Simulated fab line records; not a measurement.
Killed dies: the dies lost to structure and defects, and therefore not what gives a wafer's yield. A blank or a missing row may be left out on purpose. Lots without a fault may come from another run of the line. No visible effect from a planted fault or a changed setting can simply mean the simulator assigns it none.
Which tool is to blame?    flow gf180mcu    12 lots with 36 wafers sampled at 4 steps, on a route of 602 steps

WHAT THE GAUGES SHOWED, per wafer
GF_POLY_GATE_THK_MEAS_17. Usual: POLY_GATE_OXIDATION_THK 4.04 nm, standard deviation 0.078.
lot   measured      on             POLY_GATE_OXIDATION_THK (nm)  flag
L246  day 9 09:39   film-metro-02  3.94 4.00 3.92                
L247  day 9 15:46   film-metro-03  4.01 4.03 4.02                
L248  day 9 23:01   film-metro-02  4.04 3.95 3.94                
L249  day 10 03:30  film-metro-02  3.88 3.80 3.96                
L251  day 10 16:52  film-metro-02  4.03 4.17 4.09                
L253  day 11 05:28  film-metro-02  4.12 4.08 4.09                
L254  day 11 14:49  film-metro-03  4.01 4.01 4.03                
L260  day 13 10:06  film-metro-03  4.00 3.96 3.96                
L261  day 13 18:41  film-metro-02  4.02 4.01 4.04                
L263  day 14 07:32  film-metro-03  3.97 4.00 4.05                
L265  day 14 22:02  film-metro-02  4.05 4.16 4.15                
L266  day 15 06:49  film-metro-03  4.05 4.07 4.05                

GF_HV_LDD_TW_MEAS_50. Usual: HV_LDD_4_TW 566, standard deviation 3.3.
lot   measured      on             HV_LDD_4_TW  flag
L246  day 12 12:39  film-metro-01  563 561 560  
L247  day 12 18:55  film-metro-01  561 563 563  
L248  day 13 05:05  film-metro-03  569 567 570  
L249  day 13 09:02  film-metro-04  570 569 571  
L251  day 14 03:25  film-metro-04  606 606 606  OFF
L253  day 14 13:37  film-metro-01  602 601 601  OFF
L254  day 15 00:18  film-metro-01  602 601 598  OFF
L260  day 17 10:08  film-metro-03  567 568 567  
L261  day 17 10:54  film-metro-04  567 569 565  
L263  day 18 02:31  film-metro-01  566 565 567  
L265  day 18 18:17  film-metro-01  565 566 568  
L266  day 19 03:53  film-metro-03  566 574 571  

EACH LOT AND THE TOOL THAT RAN IT (in order: tool; ch and the chambers of the sampled wafers; start)
lot   GF_HV_LDD_STRIP_22                    GF_HV_LDD_IMPLANT_48
L246  plasma-asher-04 ch 0,1, day 10 21:00  implanter-04 ch 0, day 12 12:25
L247  plasma-asher-04 ch 0,1, day 11 04:20  implanter-01 ch 0, day 12 18:41
L248  plasma-asher-01 ch 0,1, day 11 13:20  implanter-02 ch 0, day 13 04:51
L249  plasma-asher-03 ch 0,1, day 11 16:43  implanter-01 ch 0, day 13 08:48
L251  plasma-asher-01 ch 0,1, day 12 07:44  implanter-01 ch 0, day 14 03:10
L253  plasma-asher-04 ch 0,1, day 12 19:41  implanter-01 ch 0, day 14 13:22
L254  plasma-asher-03 ch 0,1, day 13 06:12  implanter-01 ch 0, day 15 00:03
L260  plasma-asher-03 ch 0,1, day 15 04:37  implanter-01 ch 0, day 17 09:54
L261  plasma-asher-01 ch 0,1, day 15 13:17  implanter-01 ch 0, day 17 10:39
L263  plasma-asher-03 ch 0,1, day 16 03:27  implanter-01 ch 0, day 18 02:16
L265  plasma-asher-03 ch 1, day 16 18:14    implanter-04 ch 0, day 18 18:02
L266  plasma-asher-04 ch 1, day 17 02:50    implanter-02 ch 0, day 19 03:38
- GF_HV_LDD_STRIP_22: strips in O2/N2.
- GF_HV_LDD_IMPLANT_48

AS READ BY THE TOOLS THEMSELVES (means over the sampled wafers that have a number; for cases with no such wafer, the mark the record gives instead)
GF_HV_LDD_STRIP_22. Usual: drypump-motor-current-A 5.9 A, standard deviation 0.58; heater-power-w 327 W, standard deviation 28; n2-flow-sccm 300.0 sccm, standard deviation 0.91; oes-product-au 0.716 a.u., standard deviation 0.005; strip-time-to-endpoint-s 12.65 s, standard deviation 0.04.
lot   tool             drypump-motor-current-A (A)  heater-power-w (W)  n2-flow-sccm (sccm)  oes-product-au (a.u.)  strip-time-to-endpoint-s (s)  flag
L246  plasma-asher-04  5.8                          357                 300.1                0.716                  12.62                         
L247  plasma-asher-04  5.7                          354                 300.9                0.716                  12.62                         
L248  plasma-asher-01  6.1                          306                 299.5                0.713                  12.63                         
L249  plasma-asher-03  5.6                          320                 300.3                0.713                  12.66                         
L251  plasma-asher-01  6.1                          322                 299.2                0.714                  12.63                         
L253  plasma-asher-04  5.7                          336                 300.9                0.717                  12.60                         
L254  plasma-asher-03  5.5                          319                 301.0                0.718                  12.68                         
L260  plasma-asher-03  5.6                          319                 300.9                0.716                  12.70                         
L261  plasma-asher-01  6.1                          306                 300.1                0.712                  12.72                         
L263  plasma-asher-03  6.2                          327                 299.4                0.721                  12.65                         
L265  plasma-asher-03  5.0                          312                 300.3                0.710                  12.67                         
L266  plasma-asher-04  5.7                          313                 299.2                0.719                  12.65                         

GF_HV_LDD_IMPLANT_48. Usual: 25.000 for beam-energy-keV, sd 0.007.
lot   tool          beam-energy-keV  flag
L246  implanter-04  24.994           
L247  implanter-01  24.999           
L248  implanter-02  24.998           
L249  implanter-01  25.005           
L251  implanter-01  35.428           OFF
L253  implanter-01  35.432           OFF
L254  implanter-01  35.423           OFF
L260  implanter-01  24.996           
L261  implanter-01  25.004           
L263  implanter-01  24.990           
L265  implanter-04  24.994           
L266  implanter-02  25.005           

THE ANSWER, worked out from the rows above alone
Rule: a lot is off if the mean of its wafers that have a number lies more than 3 standard deviations from the usual mean. A lot without any number at a reading at which 4 lots or more have one is off too. Where the step has rows for the other lots, those lots are counted as sound. The gauges are gone through in route order, then the tools' own readings, and for those a lot's mean is taken as printed above. The first step at which some lot is off is used, and at that step the reading that is off furthest; a lot without a number counts as furthest.
Off: at GF_HV_LDD_TW_MEAS_50 (HV_LDD_4_TW), L251, L253, L254.
If a tool, at a process step before that reading, ran all the lots that are off and no sound lot after the first of them, it fits. Not tried: the gauges at GF_HV_LDD_TW_MEAS_50; whatever is off there is also off at GF_HV_LDD_IMPLANT_48, on other tools, and gauge error can't account for it. Not one of the candidates tried fits.

WHAT HAD BEEN PUT IN BY THE SIMULATOR
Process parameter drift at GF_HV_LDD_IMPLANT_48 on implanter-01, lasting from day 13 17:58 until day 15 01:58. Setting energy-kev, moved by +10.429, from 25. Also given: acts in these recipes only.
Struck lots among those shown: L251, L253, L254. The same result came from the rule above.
